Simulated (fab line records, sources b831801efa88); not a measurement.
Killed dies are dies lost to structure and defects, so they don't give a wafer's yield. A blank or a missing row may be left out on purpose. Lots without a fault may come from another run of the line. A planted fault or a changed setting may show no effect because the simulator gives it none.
Which tool did it? | flow gf180mcu | 6 lots, 18 wafers sampled, at 2 steps of a route of 602

WHAT THE GAUGES READ, wafer by wafer
GF_HV_LDD_TW_MEAS_38.
lot  | measured     | on            | HV_LDD_3_TW
L791 | day 12 06:23 | film_metro-01 | 1433 1433 1436
L793 | day 12 21:58 | film_metro-03 | 1437 1439 1450
L795 | day 13 12:10 | film_metro-03 | 1441 1435 1436
L798 | day 14 11:22 | film_metro-01 | 1447 1438 1433
L806 | day 16 23:13 | film_metro-03 | 1409 1413 1415
L809 | day 18 03:27 | film_metro-02 | 1435 1441 1437

WHICH TOOL RAN EACH LOT (tool, then ch and the chambers of the sampled wafers, then the start)
lot  | GF_HV_LDD_IMPLANT_35
L791 | implanter-01 ch 0, day 12 06:01
L793 | implanter-01 ch 0, day 12 21:34
L795 | implanter-01 ch 0, day 13 11:37
L798 | implanter-03 ch 0, day 14 10:59
L806 | implanter-01 ch 0, day 16 22:50
L809 | implanter-02 ch 0, day 18 03:04
- GF_HV_LDD_IMPLANT_35

THE ANSWER, worked out from the rows above alone
Rule: what is usual is taken from the lots themselves. Put in order of their means at a reading, lots are off if they are a third of the lots or fewer, leave a main group of 4 or more, and stand apart from it by a gap of 3 or more times the standard deviation of the main group's means; of several such gaps the widest counts. A main group whose means are all the same, to the digits that the tables above print for the reading, isn't used. A lot without any number at a reading at which 4 lots or more have one is off too. The other lots that the step has rows for count as sound.
Off: L806, at GF_HV_LDD_TW_MEAS_38 (HV_LDD_3_TW). The main group: mean 1438, standard deviation 2.6.
A tool fits if, at a process step before that reading, it ran every lot that is off, and no sound lot after the first of them. The gauges at GF_HV_LDD_TW_MEAS_38 are tried like those tools. Can't be told from this: 2 tools fit, implanter-01 at GF_HV_LDD_IMPLANT_35, film_metro-03 at GF_HV_LDD_TW_MEAS_38.

WHAT THE SIMULATOR HAD PUT IN
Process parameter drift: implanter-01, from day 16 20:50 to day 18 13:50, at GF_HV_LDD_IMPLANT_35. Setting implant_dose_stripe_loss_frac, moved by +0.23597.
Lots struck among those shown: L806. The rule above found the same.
